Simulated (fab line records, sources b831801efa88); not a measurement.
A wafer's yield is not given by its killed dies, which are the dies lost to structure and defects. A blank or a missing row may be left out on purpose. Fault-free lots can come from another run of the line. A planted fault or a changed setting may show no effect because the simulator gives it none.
fab line records -- flow gf180mcu
record: lots: 15, wafers: 45, last_day: 34
route steps=602 shown STI@31 DUAL_GATE@149 HV_LDD@208 CONTACT@290
lots that met no fault: taken from a fault-free run of the same line
start_h: hours from the record's first day to the start of the lot's first wafer shown -- wait_h: hours elapsed since this lot's preceding step -- " the same as in the row above -- L1.1+2: several wafers, shown together as one row -- - no value, or no start was given -- * or withheld: withheld -- < > ~ a bound
route shown NAME@n: a module of which the file shows steps, and the number in the route of the first -- usual: average and standard deviation across the fault-free wafers -- same: alike in all rows -- chamber/n: place in a boat -- sites: readings site by site -- _std_site: their standard deviation -- _edge_site: inner sites' mean taken away from outer sites' mean -- radius_mm: for every site, how far away it sits from the centre of the wafer -- mask NAME#n: copy n -- behind: tool/chamber where the wafer was last shaped -- hold: why the lot was held/for how many hours/how that ended -- device: transistor that didn't switch, given as n, p or np -- end of line: the same wafers' tests at the end of the route -- a step without rows: its recipe alone -- killed: at the first sort, the dies lost to defects and structure; wafer yield is something else -- map: a wafer's dies, x killed, . not, _ none there
set.NAME: the setting that was run; set.NAME@STEP: the one run at that earlier step -- model.NAME: the simulator's own value behind a step, which no gauge read
a sample of lots followed through the steps of the route, with each step as a table and each wafer as a row
services: from which hour (start_h, from the record's first day; less than 0 if before it) a tool's chamber was out of use, for how many hours, and why
== steps ==
step: GF_STI_THK_MEAS_30
recipe: reads: SiO2_of_STI_OXIDATION_29
usual: STI_OXIDATION_02_THK: 10.10/0.15
lot.wafer,tool,chamber,start_h,wait_h,STI_OXIDATION_02_THK[nm]
L782.1,film_metro-02,-,50.21,0.0,10.19
L782.5,film_metro-02,-,50.21,0.0,10.25
L782.6,film_metro-02,-,50.21,0.0,10.39
L784.1,film_metro-01,-,50.21,0.0,10.54
L784.2,film_metro-01,-,50.21,0.0,10.25
L784.6,film_metro-01,-,50.21,0.0,10.43
L785.1,film_metro-02,-,56.01,0.0,10.10
L785.3,film_metro-02,-,56.01,0.0,10.16
L785.6,film_metro-02,-,56.01,0.0,9.97
L787.2,film_metro-01,-,61.90,0.0,10.26
L787.3,film_metro-01,-,61.90,0.0,10.32
L787.5,film_metro-01,-,61.90,0.0,10.20
L786.1,film_metro-01,-,62.91,0.0,10.21
L786.2,film_metro-01,-,62.91,0.0,10.26
L786.5,film_metro-01,-,62.91,0.0,10.18
L795.2,film_metro-04,-,105.88,0.0,10.08
L795.3,film_metro-04,-,105.88,0.0,10.10
L795.5,film_metro-04,-,105.88,0.0,10.11
L796.2,film_metro-01,-,107.92,0.0,9.99
L796.3,film_metro-01,-,107.92,0.0,9.99
L796.5,film_metro-01,-,107.92,0.0,10.08
L797.2,film_metro-02,-,113.30,0.0,9.90
L797.3,film_metro-02,-,113.30,0.0,9.98
L797.4,film_metro-02,-,113.30,0.0,9.91
L798.1,film_metro-02,-,116.68,0.0,10.02
L798.2,film_metro-02,-,116.68,0.0,9.97
L798.5,film_metro-02,-,116.68,0.0,10.00
L799.2,film_metro-02,-,123.01,0.0,10.04
L799.5,film_metro-02,-,123.01,0.0,10.12
L799.6,film_metro-02,-,123.01,0.0,10.13
L800.1,film_metro-02,-,128.29,0.0,10.33
L800.3,film_metro-02,-,128.29,0.0,10.27
L800.6,film_metro-02,-,128.29,0.0,10.42
L801.1,film_metro-02,-,132.91,0.0,9.90
L801.4,film_metro-02,-,132.91,0.0,9.89
L801.6,film_metro-02,-,132.91,0.0,10.04
L802.2,film_metro-02,-,138.09,0.0,10.02
L802.4,film_metro-02,-,138.09,0.0,10.04
L802.5,film_metro-02,-,138.09,0.0,10.04
L803.1,film_metro-01,-,143.82,0.0,10.01
L803.2,film_metro-01,-,143.82,0.0,10.05
L803.5,film_metro-01,-,143.82,0.0,9.87
L804.1,film_metro-02,-,149.03,0.0,9.77
L804.4,film_metro-02,-,149.03,0.0,9.79
L804.6,film_metro-02,-,149.03,0.0,10.03
step: GF_DUAL_GATE_EXPOSE_08
recipe: mask_id: Dualgate, target_cd_nm: 700, na: 0.6, source_shape: conventional, sigma_outer: 0.6, dose_mj: 140
usual: exposure_dose_mJ_cm2: 140.00/0.15, focus_offset_nm: 0.1/0.66
lot.wafer,tool,chamber,start_h,wait_h,mask,exposure_dose_mJ_cm2,focus_offset_nm
L782.1,iline_stepper-02,0,190.13,-,Dualgate#0,140.11,-0.2
L782.5,iline_stepper-02,0,190.13,-,Dualgate#0,140.01,0.2
L782.6,iline_stepper-02,0,190.13,-,Dualgate#0,139.87,0.8
L784.1,iline_stepper-02,-,195.63,-,Dualgate#0,-,-
L784.2,iline_stepper-02,-,195.63,-,Dualgate#0,-,-
L784.6,iline_stepper-02,-,195.63,-,Dualgate#0,-,-
L785.1,iline_stepper-01,-,198.85,-,Dualgate#0,-,-
L785.3,iline_stepper-01,-,198.85,-,Dualgate#0,-,-
L785.6,iline_stepper-01,-,198.85,-,Dualgate#0,-,-
L787.2,iline_stepper-01,-,206.13,-,Dualgate#0,-,-
L787.3,iline_stepper-01,-,206.13,-,Dualgate#0,-,-
L787.5,iline_stepper-01,-,206.13,-,Dualgate#0,-,-
L786.1,iline_stepper-01,0,207.41,-,Dualgate#0,140.08,0.9
L786.2,iline_stepper-01,0,207.41,-,Dualgate#0,140.05,0.7
L786.5,iline_stepper-01,0,207.41,-,Dualgate#0,139.95,0.5
L795.2,iline_stepper-01,0,263.25,-,Dualgate#0,140.05,-0.6
L795.3,iline_stepper-01,0,263.25,-,Dualgate#0,140.17,0.4
L795.5,iline_stepper-01,0,263.25,-,Dualgate#0,140.05,0.1
L796.2,iline_stepper-02,0,266.87,-,Dualgate#0,139.80,0.1
L796.3,iline_stepper-02,0,266.87,-,Dualgate#0,139.78,0.6
L796.5,iline_stepper-02,0,266.87,-,Dualgate#0,139.73,0.2
L797.2,iline_stepper-02,0,274.61,-,Dualgate#0,140.00,-0.4
L797.3,iline_stepper-02,0,274.61,-,Dualgate#0,139.98,0.3
L797.4,iline_stepper-02,0,274.61,-,Dualgate#0,140.00,-0.1
L798.1,iline_stepper-02,0,278.26,-,Dualgate#0,140.01,-0.6
L798.2,iline_stepper-02,0,278.26,-,Dualgate#0,140.00,-0.4
L798.5,iline_stepper-02,0,278.26,-,Dualgate#0,139.93,-0.3
L799.2,iline_stepper-02,0,286.76,-,Dualgate#0,139.86,0.3
L799.5,iline_stepper-02,0,286.76,-,Dualgate#0,140.02,-0.3
L799.6,iline_stepper-02,0,286.76,-,Dualgate#0,139.91,0.7
L800.1,iline_stepper-01,0,295.96,-,Dualgate#0,139.87,0.1
L800.3,iline_stepper-01,0,295.96,-,Dualgate#0,139.81,-0.9
L800.6,iline_stepper-01,0,295.96,-,Dualgate#0,139.77,-0.4
L801.1,iline_stepper-01,0,302.02,-,Dualgate#0,139.90,0.7
L801.4,iline_stepper-01,0,302.02,-,Dualgate#0,139.84,0.3
L801.6,iline_stepper-01,0,302.02,-,Dualgate#0,139.64,0.2
L802.2,iline_stepper-02,0,311.28,-,Dualgate#0,140.27,-0.8
L802.4,iline_stepper-02,0,311.28,-,Dualgate#0,140.08,-0.5
L802.5,iline_stepper-02,0,311.28,-,Dualgate#0,140.21,0.0
L803.1,iline_stepper-01,0,316.28,-,Dualgate#0,139.81,-0.4
L803.2,iline_stepper-01,0,316.28,-,Dualgate#0,139.86,0.0
L803.5,iline_stepper-01,0,316.28,-,Dualgate#0,140.24,0.8
L804.1,iline_stepper-01,0,321.68,-,Dualgate#0,139.94,-0.3
L804.4,iline_stepper-01,0,321.68,-,Dualgate#0,139.93,-1.1
L804.6,iline_stepper-01,0,321.68,-,Dualgate#0,139.84,-0.9
step: GF_HV_LDD_OVL_MEAS_32
usual: HV_LDD_02_OVL: -0.4/1.2
lot.wafer,tool,chamber,start_h,wait_h,HV_LDD_02_OVL[nm]
L782.1,overlay-02,-,275.52,0.1,0.2
L782.5,overlay-02,-,275.52,0.1,-0.9
L782.6,overlay-02,-,275.52,0.1,-1.9
L786.1,overlay-02,-,296.86,0.1,-0.7
L786.2,overlay-02,-,296.86,0.1,-0.3
L786.5,overlay-02,-,296.86,0.1,0.0
L795.2,overlay-01,-,358.98,0.1,0.2
L795.3,overlay-01,-,358.98,0.1,0.3
L795.5,overlay-01,-,358.98,0.1,-0.5
L796.2,overlay-01,-,364.96,0.1,-0.7
L796.3,overlay-01,-,364.96,0.1,0.1
L796.5,overlay-01,-,364.96,0.1,0.4
L797.2,overlay-01,-,373.51,0.1,1.9
L797.3,overlay-01,-,373.51,0.1,2.4
L797.4,overlay-01,-,373.51,0.1,1.5
L798.1,overlay-01,-,379.43,0.1,1.1
L798.2,overlay-01,-,379.43,0.1,1.7
L798.5,overlay-01,-,379.43,0.1,-1.6
L799.2,overlay-01,-,392.72,0.1,-0.1
L799.5,overlay-01,-,392.72,0.1,-0.3
L799.6,overlay-01,-,392.72,0.1,2.2
L800.1,overlay-02,-,404.52,0.1,-1.7
L800.3,overlay-02,-,404.52,0.1,-0.6
L800.6,overlay-02,-,404.52,0.1,-1.9
L801.1,overlay-02,-,410.86,0.1,0.9
L801.4,overlay-02,-,410.86,0.1,-1.2
L801.6,overlay-02,-,410.86,0.1,-1.8
L802.2,overlay-02,-,422.43,0.1,-1.0
L802.4,overlay-02,-,422.43,0.1,-0.4
L802.5,overlay-02,-,422.43,0.1,0.4
L803.1,overlay-02,-,423.72,0.1,-1.7
L803.2,overlay-02,-,423.72,0.1,-1.4
L803.5,overlay-02,-,423.72,0.1,-1.3
L804.1,overlay-01,-,431.53,0.1,2.1
L804.4,overlay-01,-,431.53,0.1,-0.3
L804.6,overlay-01,-,431.53,0.1,1.2
step: GF_CONTACT_THK_MEAS_03
recipe: reads: SiO2_of_CONTACT_CVD_02
usual: CONTACT_CVD_02_THK: 865/12
lot.wafer,tool,chamber,start_h,wait_h,CONTACT_CVD_02_THK[nm]
L782.1,film_metro-01,-,363.81,0.0,849
L782.5,film_metro-01,-,363.81,0.0,862
L782.6,film_metro-01,-,363.81,0.0,873
L786.1,film_metro-03,-,387.16,0.0,852
L786.2,film_metro-03,-,387.16,0.0,862
L786.5,film_metro-03,-,387.16,0.0,862
L795.2,film_metro-03,-,458.49,0.0,858
L795.3,film_metro-03,-,458.49,0.0,865
L795.5,film_metro-03,-,458.49,0.0,869
L796.2,film_metro-04,-,464.71,0.0,874
L796.3,film_metro-04,-,464.71,0.0,848
L796.5,film_metro-04,-,464.71,0.0,884
L797.2,film_metro-04,-,474.21,0.1,857
L797.3,film_metro-04,-,474.21,0.1,857
L797.4,film_metro-04,-,474.21,0.1,877
L798.1,film_metro-04,-,481.24,0.0,860
L798.2,film_metro-04,-,481.24,0.0,859
L798.5,film_metro-04,-,481.24,0.0,869
L799.2,film_metro-01,-,496.45,0.0,865
L799.5,film_metro-01,-,496.45,0.0,871
L799.6,film_metro-01,-,496.45,0.0,855
L800.1,film_metro-01,-,504.57,0.0,856
L800.3,film_metro-01,-,504.57,0.0,878
L800.6,film_metro-01,-,504.57,0.0,889
L801.1,film_metro-03,-,512.25,0.0,869
L801.4,film_metro-03,-,512.25,0.0,887
L801.6,film_metro-03,-,512.25,0.0,888
L802.2,film_metro-04,-,523.05,0.0,867
L802.4,film_metro-04,-,523.05,0.0,878
L802.5,film_metro-04,-,523.05,0.0,872
L803.1,film_metro-03,-,523.66,0.0,844
L803.2,film_metro-03,-,523.66,0.0,856
L803.5,film_metro-03,-,523.66,0.0,870
L804.1,film_metro-04,-,530.85,0.0,850
L804.4,film_metro-04,-,530.85,0.0,870
L804.6,film_metro-04,-,530.85,0.0,874
== services ==
tool,chamber,start_h,hours,kind
iline_stepper-01,-,168.28,2.1,pm
iline_stepper-01,-,170.36,-,consumable_replace:lamp
iline_stepper-01,-,215.20,2.4,repair
iline_stepper-01,-,247.29,1.7,pm
iline_stepper-01,-,264.54,21.1,repair
iline_stepper-01,-,302.30,3.0,repair
== key ==
first_sign: step: GF_DUAL_GATE_EXPOSE_08, reading: tool_record, direction: missing
effect none on later readings
met_at GF_DUAL_GATE_EXPOSE_08
struck_lots L784,L785,L787
later_rows_left_out L784.1,L784.2,L784.6,L785.1,L785.3,L785.6,L787.2,L787.3,L787.5
sort_left_out L784.1,L784.2,L784.6,L785.1,L785.3,L785.6,L787.2,L787.3,L787.5
tester_left_out L784,L785,L787
not_acting_at GF_STI_THK_MEAS_30,GF_HV_LDD_OVL_MEAS_32,GF_CONTACT_THK_MEAS_03
onset_between 190.13 195.63
fault: kind: skipped_step_whole, tool: iline_stepper-01,iline_stepper-02, chamber: -, onset_h: 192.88, steps: GF_DUAL_GATE_EXPOSE_08, scope: struck_lots_only
tester_left_out: of these lots the tester's yield and bins aren't shown, on N5 and GAA mostly nor the transistor test; their killed dies are dies lost to structure and defects alone, not to doping, threshold or leakage, so they don't give the yield
sort_left_out: the simulated sort isn't trusted on such a fault, so these wafers' sort isn't shown, and their yield isn't known
later_rows_left_out: the simulator's readings of these wafers behind a module that went badly wrong aren't trusted and aren't shown, but for the sort
